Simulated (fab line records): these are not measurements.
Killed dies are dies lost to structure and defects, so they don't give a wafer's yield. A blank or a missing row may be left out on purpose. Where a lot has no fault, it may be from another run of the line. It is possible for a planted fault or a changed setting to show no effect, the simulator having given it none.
Comparing a struck lot with a sound one -- flow sky130 -- 17 steps out of a route of 708
Sound: these wafers, L949.1, L949.3, L949.6. Struck: wafers L954.2, L954.5. (L954.6 of the same lot was not struck and is left out.) The cause comes at the end.
Order at every step that has rows: each side's tool, ch and its chambers, its first start. Under that, the readings that differ: sound wafers -- struck wafers -- difference of the means -- sigmas: that difference in standard deviations of wafers without a fault.
alike: same words and numbers on both sides, and readings whose means sit less than 2 such deviations apart. not compared: any withheld reading, any reading some wafer has no value for, any bound like >300 that may hide the same value, and any number with overlapping values for which the record gives no deviation.
Wherever a step has rows on one side only, a row that says differs or no value, or a row with sigmas, the two part there. Numbers that don't overlap but have no deviation are shown without sigmas and don't part them. A reading that every wafer of one side lacks parts them only if that side has two wafers or more.

SKY_VIA3_CMP_02: polishes SiO2.
  sound on cmp-02 ch 2,3, day 38 09:11; struck on cmp-02 ch 1, day 40 11:18
  alike: headPressurePsi, motorCurrentA, platenRpm
SKY_VIA3_BOW_MEAS_03:
  sound: filmMetro-01 at day 38 09:29; struck: filmMetro-04 at day 40 11:34
  alike: VIA3_BOW
then, 8 steps without rows for these wafers: SKY_VIA3_DEHYDRATE_04 (time 60 s); SKY_VIA3_HMDS_05 (prime time 60 s); SKY_VIA3_COAT_06 (resist thk 60 nm); SKY_VIA3_COAT_07 (resist thk 450 nm); SKY_VIA3_SOFTBAKE_08 (time 90 s); SKY_VIA3_EXPOSE_09 (exposes mask VIM3, target cd 200 nm); SKY_VIA3_PEB_10; SKY_VIA3_DEVELOP_11 (develop time 60 s).
SKY_VIA3_CD_MEAS_12 targets a cd of 200 nm.
  sound: cdSem-02 at day 39 10:36; struck: cdSem-01 at day 41 11:34
  alike: cdNm
SKY_VIA3_OVL_MEAS_13:
  sound: overlay-02 at day 39 10:43; struck: overlay-02 at day 41 11:41
  alike: VIA3_OVL
SKY_VIA3_ETCH_14: etches BARC in N2/H2, stops on SiO2, time 45.9 s, target depth 60 nm.
  sound on rieDiel-03 ch 0,3, day 39 10:46; struck on rieDiel-04 ch 0, day 41 11:43
reading,sound,struck,difference,sigmas
drypumpMotorCurrentA (A),4.9 4.7 4.9,6.2 6.2,+1.4,+3
oesProductAu (a.u.),0.858 0.848 0.856,0.986 0.984,+0.131,+28
runLengthS (s),74.4 74.6 74.4,67.6 67.7,-6.8,-13
model.KrF-thick_of_VIA3_COAT_07.thkNm (nm),392.7 393.1 392.5,399.5 399.8,+6.9,
  alike: h2FlowSccm, throttleValvePct
  not compared: rfHoursCounterH
SKY_VIA3_ETCH_15: etches SiO2 in C4F8/O2/Ar, stops on TiN, target depth 507 nm, time 78 s.
  sound on rieDiel-03 ch 0,3, day 39 10:48; struck on rieDiel-04 ch 0, day 41 11:45
reading,sound,struck,difference,sigmas
model.KrF-thick_of_VIA3_COAT_07.thkNm (nm),293.4 294 293.8,297.9 298.9,+4.7,
  alike: oesProductAu, runLengthS
  not compared: rfHoursCounterH
SKY_VIA3_STRIP_16: strips in O2/N2.
  sound on plasmaAsher-02 ch 1, day 39 10:52; struck on plasmaAsher-04 ch 0, day 41 11:49
reading,sound,struck,difference,sigmas
drypumpMotorCurrentA (A),6.0 6.0 6.0,6.8 6.8,+0.8,+2
oesProductAu (a.u.),0.400 0.402 0.398,0.410 0.408,+0.009,+2
  alike: stripTimeToEndpointS
  not compared: rfHoursCounterH
then, 1 step without rows for these wafers: SKY_VIA3_STRIP_17 (strips in post etch residue remover, time 1200 s).
-- the record jumps here: 6 days lie between the struck wafers' starts before and after (it left off in module VIA3 and takes up again in module PAD_OPEN, whose first step shown is number 708 of the route) --
SKY_PAD_OPEN_PROBE_99:
  sound: prober-01 at day 45 22:15; struck: prober-02 at day 47 15:02
  alike: defectLimitedYield, killed_at_M0_to_M3, killed_at_M4_up, killedAtContacts, killedAtFrontEnd, killedAtOther, killedDies, killedOpen, killedShort, sort_bin_3_pad_short, sort_bin_5_function, sort_bin_6_memory, sortNPass, sortYieldPct

## WHERE THEY PART
First at SKY_VIA3_ETCH_14; last, within this record, at SKY_VIA3_STRIP_16. Later steps at which nothing parts them and some readings are alike: SKY_PAD_OPEN_PROBE_99.

WHY: whatever the simulator had introduced
rieDiel-04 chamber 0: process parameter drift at SKY_VIA3_ETCH_14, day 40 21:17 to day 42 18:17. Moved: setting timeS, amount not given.
